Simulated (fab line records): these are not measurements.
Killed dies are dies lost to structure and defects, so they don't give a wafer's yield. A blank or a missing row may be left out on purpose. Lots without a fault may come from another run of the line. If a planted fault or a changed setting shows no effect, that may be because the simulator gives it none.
fab line records / flow sky130
record: lots: 6 wafers: 18 last-day: 50
route steps=708 shown SD_P@326 RES_XHIGH@332 PAD_OPEN@708
lots with no fault: from the same line, run without faults
start-h: hours from the record's opening day to when the first of the lot's shown wafers began / wait-h: how many hours have passed since the lot's step before this one / " the same as in the row above / L1.1+2: several wafers, shown together as one row / - either no value or no given start / * or withheld: withheld / < > ~ a bound
route shown NAME@n: NAME is a module with steps in the file, n the number in the route of the first one / usual: mean/standard deviation of fault-free wafers / same: alike in all rows / chamber/n: place in a boat / sites: readings site by site / _std_site: the standard deviation of these / _edge_site: mean of outer sites minus mean of inner sites / radius-mm: how far each site lies from the wafer's centre / mask NAME#n: copy n / behind: the most recent tool/chamber to have shaped the wafer / hold: cause of the lot's hold/its duration in hours/its outcome / device: names the non-switching transistor (n, p or np) / end of line: tests of these same wafers at the route's end / where a step has no rows: the recipe by itself / killed: at the first sort, the dies lost to defects and structure; wafer yield is something else / map: dies across one wafer; x = killed, . = not, _ = none there
set.NAME: setting as actually run; set.NAME@STEP: the setting as run at that earlier step / model.NAME: the simulator's own value behind a step, which no gauge read
lots seen at some steps along the route; tables by step, rows by wafer
services: when a tool's chamber went out of use (start-h, in hours from the record's first day, below 0 if earlier), for how many hours, and the reason
== steps ==
step: SKY_SD_P_DEVELOP_06
recipe: resist: NOVOLAK developer: TMAH develop-time-s: 60 dev-temp-c: 23
step: SKY_SD_P_CD_MEAS_07
recipe: target-cd-nm: 380
usual: cd-nm: 379.4/2.2
lot.wafer=L342.2 tool=cd-sem-02 chamber=- start-h=612.26 wait-h=0.1 cd-nm=378.8
lot.wafer=L342.4 tool=cd-sem-02 chamber=- start-h=612.26 wait-h=0.1 cd-nm=375.5
lot.wafer=L342.5 tool=cd-sem-02 chamber=- start-h=612.26 wait-h=0.1 cd-nm=376.8
lot.wafer=L348.2 tool=cd-sem-02 chamber=- start-h=665.26 wait-h=0.1 cd-nm=374.9
lot.wafer=L348.3 tool=cd-sem-02 chamber=- start-h=665.26 wait-h=0.1 cd-nm=378.0
lot.wafer=L348.6 tool=cd-sem-02 chamber=- start-h=665.26 wait-h=0.1 cd-nm=378.0
lot.wafer=L351.2 tool=cd-sem-02 chamber=- start-h=686.06 wait-h=0.1 cd-nm=382.5
lot.wafer=L351.3 tool=cd-sem-02 chamber=- start-h=686.06 wait-h=0.1 cd-nm=382.3
lot.wafer=L351.5 tool=cd-sem-02 chamber=- start-h=686.06 wait-h=0.1 cd-nm=382.1
lot.wafer=L359.1 tool=cd-sem-02 chamber=- start-h=739.99 wait-h=0.1 cd-nm=377.2
lot.wafer=L359.3 tool=cd-sem-02 chamber=- start-h=739.99 wait-h=0.1 cd-nm=377.3
lot.wafer=L359.4 tool=cd-sem-02 chamber=- start-h=739.99 wait-h=0.1 cd-nm=377.9
lot.wafer=L361.1 tool=cd-sem-02 chamber=- start-h=754.44 wait-h=0.1 cd-nm=383.4
lot.wafer=L361.4 tool=cd-sem-02 chamber=- start-h=754.44 wait-h=0.1 cd-nm=383.3
lot.wafer=L361.5 tool=cd-sem-02 chamber=- start-h=754.44 wait-h=0.1 cd-nm=381.4
lot.wafer=L362.1 tool=cd-sem-01 chamber=- start-h=760.44 wait-h=0.1 cd-nm=378.0
lot.wafer=L362.2 tool=cd-sem-01 chamber=- start-h=760.44 wait-h=0.1 cd-nm=377.0
lot.wafer=L362.6 tool=cd-sem-01 chamber=- start-h=760.44 wait-h=0.1 cd-nm=375.9
step: SKY_SD_P_OVL_MEAS_08
usual: SD_P_OVL: -1.2/1.4
lot.wafer=L342.2 tool=overlay-01 chamber=- start-h=612.36 wait-h=0.1 SD_P_OVL[nm]=-0.4
lot.wafer=L342.4 tool=overlay-01 chamber=- start-h=612.36 wait-h=0.1 SD_P_OVL[nm]=-2.3
lot.wafer=L342.5 tool=overlay-01 chamber=- start-h=612.36 wait-h=0.1 SD_P_OVL[nm]=-1.6
lot.wafer=L348.2 tool=overlay-01 chamber=- start-h=665.36 wait-h=0.1 SD_P_OVL[nm]=-0.3
lot.wafer=L348.3 tool=overlay-01 chamber=- start-h=665.36 wait-h=0.1 SD_P_OVL[nm]=-1.0
lot.wafer=L348.6 tool=overlay-01 chamber=- start-h=665.36 wait-h=0.1 SD_P_OVL[nm]=0.6
lot.wafer=L351.2 tool=overlay-02 chamber=- start-h=686.16 wait-h=0.1 SD_P_OVL[nm]=-2.2
lot.wafer=L351.3 tool=overlay-02 chamber=- start-h=686.16 wait-h=0.1 SD_P_OVL[nm]=-1.6
lot.wafer=L351.5 tool=overlay-02 chamber=- start-h=686.16 wait-h=0.1 SD_P_OVL[nm]=-1.8
lot.wafer=L359.1 tool=overlay-01 chamber=- start-h=740.11 wait-h=0.1 SD_P_OVL[nm]=1.0
lot.wafer=L359.3 tool=overlay-01 chamber=- start-h=740.11 wait-h=0.1 SD_P_OVL[nm]=-1.4
lot.wafer=L359.4 tool=overlay-01 chamber=- start-h=740.11 wait-h=0.1 SD_P_OVL[nm]=0.2
lot.wafer=L361.1 tool=overlay-02 chamber=- start-h=754.56 wait-h=0.1 SD_P_OVL[nm]=-3.5
lot.wafer=L361.4 tool=overlay-02 chamber=- start-h=754.56 wait-h=0.1 SD_P_OVL[nm]=-2.3
lot.wafer=L361.5 tool=overlay-02 chamber=- start-h=754.56 wait-h=0.1 SD_P_OVL[nm]=-4.0
lot.wafer=L362.1 tool=overlay-02 chamber=- start-h=760.56 wait-h=0.1 SD_P_OVL[nm]=-1.8
lot.wafer=L362.2 tool=overlay-02 chamber=- start-h=760.56 wait-h=0.1 SD_P_OVL[nm]=-4.0
lot.wafer=L362.6 tool=overlay-02 chamber=- start-h=760.56 wait-h=0.1 SD_P_OVL[nm]=-1.2
step: SKY_SD_P_IMPLANT_09
recipe: species: BF2 energy-kev: 20 dose-cm2: 3e+15 tilt-deg: 0
step: SKY_SD_P_STRIP_10
recipe: chemistry: O2/N2 power-w: 1400 pressure-mtorr: 1500 platen-temp-c: withheld o2-flow-sccm: 3000 n2-flow-sccm: 300 overash-fraction: 0.5
usual: drypump-motor-current-A: 5.59/0.29 n2-flow-sccm: 299.8/1 oes-product-au: 0.618/0.0044 strip-time-to-endpoint-s: 17.52/0.041
lot.wafer=L342.2 tool=plasma-asher-03 chamber=1 start-h=612.54 wait-h=0.1 drypump-motor-current-A=5.25 n2-flow-sccm=301.0 oes-product-au=0.617 rf-hours-counter-h=78 strip-time-to-endpoint-s=17.54
lot.wafer=L342.4 tool=plasma-asher-03 chamber=1 start-h=612.54 wait-h=0.1 drypump-motor-current-A=5.27 n2-flow-sccm=300.9 oes-product-au=0.619 rf-hours-counter-h=- strip-time-to-endpoint-s=17.51
lot.wafer=L342.5 tool=plasma-asher-03 chamber=0 start-h=612.54 wait-h=0.1 drypump-motor-current-A=5.32 n2-flow-sccm=299.3 oes-product-au=0.625 rf-hours-counter-h=- strip-time-to-endpoint-s=17.50
lot.wafer=L348.2 tool=plasma-asher-03 chamber=0 start-h=665.54 wait-h=0.1 drypump-motor-current-A=5.32 n2-flow-sccm=299.6 oes-product-au=0.620 rf-hours-counter-h=84 strip-time-to-endpoint-s=17.55
lot.wafer=L348.3 tool=plasma-asher-03 chamber=0 start-h=665.54 wait-h=0.1 drypump-motor-current-A=5.32 n2-flow-sccm=299.7 oes-product-au=0.611 rf-hours-counter-h=- strip-time-to-endpoint-s=17.50
lot.wafer=L348.6 tool=plasma-asher-03 chamber=0 start-h=665.54 wait-h=0.1 drypump-motor-current-A=5.30 n2-flow-sccm=298.2 oes-product-au=0.618 rf-hours-counter-h=- strip-time-to-endpoint-s=17.55
lot.wafer=L351.2 tool=plasma-asher-03 chamber=0 start-h=686.34 wait-h=0.1 drypump-motor-current-A=5.31 n2-flow-sccm=299.2 oes-product-au=0.616 rf-hours-counter-h=86 strip-time-to-endpoint-s=17.45
lot.wafer=L351.3 tool=plasma-asher-03 chamber=1 start-h=686.34 wait-h=0.1 drypump-motor-current-A=5.27 n2-flow-sccm=300.7 oes-product-au=0.618 rf-hours-counter-h=- strip-time-to-endpoint-s=17.48
lot.wafer=L351.5 tool=plasma-asher-03 chamber=1 start-h=686.34 wait-h=0.1 drypump-motor-current-A=5.28 n2-flow-sccm=301.1 oes-product-au=0.621 rf-hours-counter-h=- strip-time-to-endpoint-s=17.50
lot.wafer=L359.1 tool=plasma-asher-04 chamber=1 start-h=740.29 wait-h=0.1 drypump-motor-current-A=5.85 n2-flow-sccm=299.8 oes-product-au=0.615 rf-hours-counter-h=32 strip-time-to-endpoint-s=17.54
lot.wafer=L359.3 tool=plasma-asher-04 chamber=1 start-h=740.29 wait-h=0.1 drypump-motor-current-A=5.86 n2-flow-sccm=298.6 oes-product-au=0.609 rf-hours-counter-h=- strip-time-to-endpoint-s=17.53
lot.wafer=L359.4 tool=plasma-asher-04 chamber=0 start-h=740.29 wait-h=0.1 drypump-motor-current-A=5.90 n2-flow-sccm=299.7 oes-product-au=0.615 rf-hours-counter-h=- strip-time-to-endpoint-s=17.49
lot.wafer=L361.1 tool=plasma-asher-02 chamber=0 start-h=754.75 wait-h=0.1 drypump-motor-current-A=5.68 n2-flow-sccm=300.8 oes-product-au=0.610 rf-hours-counter-h=1 strip-time-to-endpoint-s=17.49
lot.wafer=L361.4 tool=plasma-asher-02 chamber=0 start-h=754.75 wait-h=0.1 drypump-motor-current-A=5.67 n2-flow-sccm=300.6 oes-product-au=0.621 rf-hours-counter-h=- strip-time-to-endpoint-s=17.48
lot.wafer=L361.5 tool=plasma-asher-02 chamber=0 start-h=754.75 wait-h=0.1 drypump-motor-current-A=5.70 n2-flow-sccm=301.2 oes-product-au=0.622 rf-hours-counter-h=- strip-time-to-endpoint-s=17.55
lot.wafer=L362.1 tool=plasma-asher-04 chamber=1 start-h=760.74 wait-h=0.1 drypump-motor-current-A=5.85 n2-flow-sccm=298.3 oes-product-au=0.621 rf-hours-counter-h=34 strip-time-to-endpoint-s=17.51
lot.wafer=L362.2 tool=plasma-asher-04 chamber=0 start-h=760.74 wait-h=0.1 drypump-motor-current-A=5.89 n2-flow-sccm=299.9 oes-product-au=0.619 rf-hours-counter-h=34 strip-time-to-endpoint-s=17.48
lot.wafer=L362.6 tool=plasma-asher-04 chamber=1 start-h=760.74 wait-h=0.1 drypump-motor-current-A=5.86 n2-flow-sccm=299.3 oes-product-au=0.625 rf-hours-counter-h=- strip-time-to-endpoint-s=17.48
step: SKY_SD_P_TW_MEAS_11
usual: SD_P_TW: 2804/24
lot.wafer=L342.2 tool=film-metro-03 chamber=- start-h=612.65 wait-h=0.1 SD_P_TW=2772
lot.wafer=L342.4 tool=film-metro-03 chamber=- start-h=612.65 wait-h=0.1 SD_P_TW=2779
lot.wafer=L342.5 tool=film-metro-03 chamber=- start-h=612.65 wait-h=0.1 SD_P_TW=2772
lot.wafer=L348.2 tool=film-metro-04 chamber=- start-h=665.65 wait-h=0.1 SD_P_TW=2817
lot.wafer=L348.3 tool=film-metro-04 chamber=- start-h=665.65 wait-h=0.1 SD_P_TW=2799
lot.wafer=L348.6 tool=film-metro-04 chamber=- start-h=665.65 wait-h=0.1 SD_P_TW=2816
lot.wafer=L351.2 tool=film-metro-04 chamber=- start-h=686.45 wait-h=0.1 SD_P_TW=2836
lot.wafer=L351.3 tool=film-metro-04 chamber=- start-h=686.45 wait-h=0.1 SD_P_TW=2835
lot.wafer=L351.5 tool=film-metro-04 chamber=- start-h=686.45 wait-h=0.1 SD_P_TW=2826
lot.wafer=L359.1 tool=film-metro-03 chamber=- start-h=740.39 wait-h=0.1 SD_P_TW=2777
lot.wafer=L359.3 tool=film-metro-03 chamber=- start-h=740.39 wait-h=0.1 SD_P_TW=2771
lot.wafer=L359.4 tool=film-metro-03 chamber=- start-h=740.39 wait-h=0.1 SD_P_TW=2793
lot.wafer=L361.1 tool=film-metro-02 chamber=- start-h=754.85 wait-h=0.1 SD_P_TW=2770
lot.wafer=L361.4 tool=film-metro-02 chamber=- start-h=754.85 wait-h=0.1 SD_P_TW=2788
lot.wafer=L361.5 tool=film-metro-02 chamber=- start-h=754.85 wait-h=0.1 SD_P_TW=2781
lot.wafer=L362.1 tool=film-metro-03 chamber=- start-h=760.84 wait-h=0.1 SD_P_TW=2798
lot.wafer=L362.2 tool=film-metro-03 chamber=- start-h=760.84 wait-h=0.1 SD_P_TW=2792
lot.wafer=L362.6 tool=film-metro-03 chamber=- start-h=760.84 wait-h=0.1 SD_P_TW=2782
step: SKY_RES_XHIGH_DEHYDRATE_00
recipe: temp-c: 200 time-s: 60
step: SKY_RES_XHIGH_HMDS_01
recipe: prime-time-s: 60 prime-temp-c: 120
step: SKY_RES_XHIGH_COAT_02
recipe: resist: NOVOLAK spin-rpm: 3000 resist-thk-nm: 1140
step: SKY_RES_XHIGH_SOFTBAKE_03
recipe: temp-c: 90 time-s: 60 resist: NOVOLAK
step: SKY_RES_XHIGH_EXPOSE_04
recipe: mask-id: URPM na: 0.6 source-shape: conventional sigma-outer: 0.6 polarization: unpolarized target-cd-nm: 1270 dose-mj: 140
step: SKY_RES_XHIGH_PEB_05
recipe: temp-c: withheld time-s: * resist: NOVOLAK
step: SKY_RES_XHIGH_DEVELOP_06
recipe: resist: NOVOLAK developer: TMAH develop-time-s: 60 dev-temp-c: 23
usual: developer-temp-C: 23.01/0.11
same: develop-time-s: 60
lot.wafer=L342.2 tool=litho-track-02 chamber=0 start-h=641.84 wait-h=0.1 developer-temp-C=23.12
lot.wafer=L342.4 tool=litho-track-02 chamber=0 start-h=641.84 wait-h=0.1 developer-temp-C=23.17
lot.wafer=L342.5 tool=litho-track-02 chamber=0 start-h=641.84 wait-h=0.1 developer-temp-C=23.10
lot.wafer=L348.2 tool=litho-track-03 chamber=0 start-h=694.41 wait-h=0.1 developer-temp-C=23.27
lot.wafer=L348.3 tool=litho-track-03 chamber=0 start-h=694.41 wait-h=0.1 developer-temp-C=23.02
lot.wafer=L348.6 tool=litho-track-03 chamber=0 start-h=694.41 wait-h=0.1 developer-temp-C=22.94
lot.wafer=L351.2 tool=litho-track-01 chamber=0 start-h=714.41 wait-h=0.1 developer-temp-C=23.02
lot.wafer=L351.3 tool=litho-track-01 chamber=0 start-h=714.41 wait-h=0.1 developer-temp-C=23.11
lot.wafer=L351.5 tool=litho-track-01 chamber=0 start-h=714.41 wait-h=0.1 developer-temp-C=23.01
lot.wafer=L359.1 tool=litho-track-01 chamber=0 start-h=768.44 wait-h=0.1 developer-temp-C=22.20
lot.wafer=L359.3 tool=litho-track-01 chamber=0 start-h=768.44 wait-h=0.1 developer-temp-C=22.16
lot.wafer=L359.4 tool=litho-track-01 chamber=0 start-h=768.44 wait-h=0.1 developer-temp-C=22.07
lot.wafer=L361.1 tool=litho-track-01 chamber=0 start-h=781.89 wait-h=0.1 developer-temp-C=22.20
lot.wafer=L361.4 tool=litho-track-01 chamber=0 start-h=781.89 wait-h=0.1 developer-temp-C=22.02
lot.wafer=L361.5 tool=litho-track-01 chamber=0 start-h=781.89 wait-h=0.1 developer-temp-C=22.03
lot.wafer=L362.1 tool=litho-track-03 chamber=0 start-h=787.14 wait-h=0.1 developer-temp-C=23.04
lot.wafer=L362.2 tool=litho-track-03 chamber=0 start-h=787.14 wait-h=0.1 developer-temp-C=22.83
lot.wafer=L362.6 tool=litho-track-03 chamber=0 start-h=787.14 wait-h=0.1 developer-temp-C=23.04
step: SKY_RES_XHIGH_IMPLANT_07
recipe: species: BF2 energy-kev: 20 dose-cm2: 3.6e+14 tilt-deg: 0
step: SKY_PAD_OPEN_PROBE_99
usual: killed_at_M0_to_M3: 42/6.7 killed_at_M4_up: 3.0/1.9 killed-at-contacts: 24/5.3 killed-at-front-end: 16/4.3 killed-at-other: 0.4/0.71 killed-dies: 85/9.6 killed-open: 46/6.5 killed-short: 39/6.7
same: gross-dies: 492 killed-at-back-side: 0
lot.wafer=L351.2 tool=prober-02 chamber=- start-h=1159.39 wait-h=0.1 killed_at_M0_to_M3=51 killed_at_M4_up=5 killed-at-contacts=25 killed-at-front-end=17 killed-at-other=0 killed-dies=98 killed-open=47 killed-short=48
lot.wafer=L351.3 tool=prober-02 chamber=- start-h=1159.44 wait-h=0.2 killed_at_M0_to_M3=37 killed_at_M4_up=1 killed-at-contacts=30 killed-at-front-end=17 killed-at-other=1 killed-dies=86 killed-open=45 killed-short=41
lot.wafer=L351.5 tool=prober-02 chamber=- start-h=1159.54 wait-h=0.2 killed_at_M0_to_M3=51 killed_at_M4_up=6 killed-at-contacts=23 killed-at-front-end=15 killed-at-other=0 killed-dies=95 killed-open=60 killed-short=34
lot.wafer=L359.1 tool=prober-02 chamber=- start-h=1193.97 wait-h=0.1 killed_at_M0_to_M3=38 killed_at_M4_up=6 killed-at-contacts=18 killed-at-front-end=17 killed-at-other=0 killed-dies=79 killed-open=43 killed-short=36
lot.wafer=L359.3 tool=prober-02 chamber=- start-h=1194.07 wait-h=0.2 killed_at_M0_to_M3=41 killed_at_M4_up=3 killed-at-contacts=39 killed-at-front-end=15 killed-at-other=2 killed-dies=100 killed-open=50 killed-short=50
lot.wafer=L359.4 tool=prober-02 chamber=- start-h=1194.12 wait-h=0.2 killed_at_M0_to_M3=37 killed_at_M4_up=4 killed-at-contacts=32 killed-at-front-end=12 killed-at-other=0 killed-dies=85 killed-open=40 killed-short=45
killed by level:class
L351.2 VIA1:geometric-particle:open=17 METAL2:geometric-particle:short=11 VIA3:geometric-particle:open=8 CONTACT:geometric-particle:open=7 CONTACT:geometric-particle:short=6 POLY_GATE:geometric-particle:short=5 LI_CONTACT:geometric-particle:open=5 VIA1:geometric-particle:short=5
L351.3 VIA1:geometric-particle:open=11 FIELD_ISO:geometric-particle:open=7 LI_CONTACT:geometric-particle:open=6 LOCAL_INTERCONNECT:geometric-particle:short=6 CONTACT:geometric-particle:open=6 LI_CONTACT:geometric-particle:short=5 CONTACT:geometric-particle:short=5 VIA2:geometric-particle:open=5
L351.5 VIA1:geometric-particle:open=15 VIA2:geometric-particle:open=7 CONTACT:geometric-particle:open=6 METAL1:geometric-particle:open=6 FIELD_ISO:geometric-particle:open=5 METAL2:geometric-particle:short=5 LI_CONTACT:geometric-particle:open=5 CONTACT:geometric-particle:short=5
L359.1 VIA2:geometric-particle:open=9 POLY_GATE:geometric-particle:open=7 METAL1:geometric-particle:short=7 LI_CONTACT:geometric-particle:open=6 CONTACT:geometric-particle:open=5 FIELD_ISO:geometric-particle:open=4 CONTACT:geometric-particle:short=4 METAL2:geometric-particle:short=4
L359.3 CONTACT:geometric-particle:open=17 CONTACT:geometric-particle:short=9 VIA1:geometric-particle:open=7 VIA3:geometric-particle:open=7 METAL1:geometric-particle:short=6 LOCAL_INTERCONNECT:geometric-particle:short=6 LI_CONTACT:geometric-particle:open=5 VIA3:geometric-particle:short=5
L359.4 CONTACT:geometric-particle:open=11 CONTACT:geometric-particle:short=8 LI_CONTACT:geometric-particle:short=6 METAL2:geometric-particle:short=6 VIA3:geometric-particle:open=6 FIELD_ISO:geometric-particle:short=5 LI_CONTACT:geometric-particle:open=5 METAL1:geometric-particle:short=5
== services ==
tool=plasma-asher-04 chamber=- start-h=657.61 hours=13.8 kind=repair
tool=plasma-asher-03 chamber=- start-h=678.87 hours=4.3 kind=pm
tool=litho-track-01 chamber=- start-h=686.46 hours=- kind=consumable-replace:filter
tool=plasma-asher-02 chamber=- start-h=698.95 hours=0.7 kind=repair
tool=plasma-asher-02 chamber=- start-h=733.75 hours=9.0 kind=pm
tool=plasma-asher-02 chamber=0 start-h=733.75 hours=9.0 kind=vent-cycle
tool=plasma-asher-02 chamber=1 start-h=733.75 hours=9.0 kind=vent-cycle
tool=plasma-asher-02 chamber=0 start-h=742.75 hours=- kind=clean
tool=plasma-asher-02 chamber=1 start-h=742.75 hours=- kind=clean
== key ==
first-sign: step: SKY_RES_XHIGH_DEVELOP_06 reading: developer-temp-C direction: down sigmas: 8 usual: * struck: *
effect none on later readings
met-at SKY_RES_XHIGH_DEVELOP_06
struck-wafers L359.1,L359.3,L359.4,L361.1,L361.4,L361.5
tester-left-out L359,L361
onset-between 714.41 768.44
fault: kind: process-parameter-drift tool: litho-track-01 chamber: - onset-h: 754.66 steps: SKY_RES_XHIGH_DEVELOP_06 channel: dev-temp-c offset: * shape: step end-h: 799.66 acts-in: * stated: *
tester-left-out: of these lots the tester's yield and bins aren't shown, on N5 and GAA mostly nor the transistor test; their killed dies are dies lost to structure and defects alone, not to doping, threshold or leakage, so they don't give the yield
